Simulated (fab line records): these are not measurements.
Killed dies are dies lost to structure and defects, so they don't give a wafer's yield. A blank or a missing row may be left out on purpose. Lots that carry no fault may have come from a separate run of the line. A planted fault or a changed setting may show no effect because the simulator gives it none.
Code-filled problem report in 8D (eight disciplines) form :: flow gf180mcu :: the parts of the form that need people (team, actions taken, sign-off) are left out

## 1. WHAT IS WRONG
V1_W_RS at GF_V1_RS_MEAS_24 reads a mean of 0.237 ohm/sq on 2 wafers of 1 lot; wafers without a fault read 0.326 ohm/sq with a standard deviation of 0.0048. Relative to the usual mean, that is a shift of -18 standard deviations.
The step: measures by four-point-probe.
First seen on wafer L501.2, day 26 10:40, on film_metro-02. Wafers with a number at this step in the record: 32, from 11 lots. By rule, "out" or "out of limits" means more than 4 standard deviations away from the usual mean. All remaining wafers that have a number are taken as sound.

## 2. WHAT IT IS AND WHAT IT IS NOT
question: which readings at this step
is: V1_W_RS
is not: -

question: which lots
is: L501
is not: L478, L479, L481, L482, L483, L485, L487, L489, L490, L491

question: which wafers of those lots
is: all that have a number
is not: -

question: read on which gauges
is: film_metro-02
is not: film_metro-01, film_metro-04

question: when
is: from day 26 10:40
is not: up to then (30 sound wafers)

## 3. SUSPECTS, AND WHAT RULES EACH OUT
Counting: a tool at a process step up to the reading stays a suspect if it ran every lot that is out and no sound lot after the first of them.
- the gauge at GF_V1_RS_MEAS_24 is ruled out. All the wafers that are out were read on film_metro-02, but those of them that GF_V1_CMP_26 has rows for are out there too, on other tools.
- pvd_sputter-03 at GF_M1_SPUTTER_04 (material TiN, target thk 50 nm, time 41.7 s): kept. It ran the lot that is out, L501 (day 24 12:49), and no sound lot after that; its last sound lot up to then is L491 (day 20 23:16).
- cvd_w-02 at GF_V1_CVD_23 (deposits W, target thk 350 nm, time 105.05 s): kept. It ran the lot that is out, L501 (day 26 10:32), and no sound lot after that; its last sound lot up to then is L489 (day 21 23:14).
After counting, pvd_sputter-03 at GF_M1_SPUTTER_04 and cvd_w-02 at GF_V1_CVD_23 remain.

## 4. THE CAUSE (what the simulator had put in)
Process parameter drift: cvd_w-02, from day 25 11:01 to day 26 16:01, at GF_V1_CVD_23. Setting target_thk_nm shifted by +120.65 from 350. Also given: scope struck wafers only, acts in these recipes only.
Of the 2 suspects that counting leaves, this tool is one.

## 5. THE EFFECT CHAIN, in route order
Each row: a reading whose mean over the struck wafers that have a number lies more than 3 standard deviations from the usual. Scope: only readings with a usual standard deviation given in the record; hours: median across lots of the time from each lot's start at the first step in this table that gives one to its start at this step; sigmas: change in usual standard deviations.
hours: 0
step: GF_V1_RS_MEAS_24
reading: V1_W_RS
usual: 0.326 ohm/sq
on struck wafers: 0.237
change: -0.089
sigmas: -18

hours: 0
step: GF_V1_THK_MEAS_25
reading: V1_W_THK
usual: 358 nm
on struck wafers: 498
change: +140
sigmas: +20

hours: 0
step: GF_V1_CMP_26
reading: time_to_endpoint_s
usual: 83 s
on struck wafers: 114
change: +30
sigmas: +9.5
Process steps it contains:
- GF_V1_CMP_26: polishes, stops on SiO2, t overpolish 15 s, target thk 0 nm.

## 6. HOW IT WOULD HAVE BEEN CAUGHT EARLIER
Counted from the fault's start at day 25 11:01, it took 24 hours until the first out-of-limits reading at a measuring or inspecting step in this record, taken at day 26 10:40.
An alarm limit of 4 standard deviations would not have fired on the tool readings at GF_V1_CVD_23 for which the record gives a usual standard deviation, since none of them was out on any struck wafer.
All the lots that are out (1) had begun GF_V1_CVD_23 on cvd_w-02 by day 26 10:40. Tool hold at that time: it would have spared none of them.
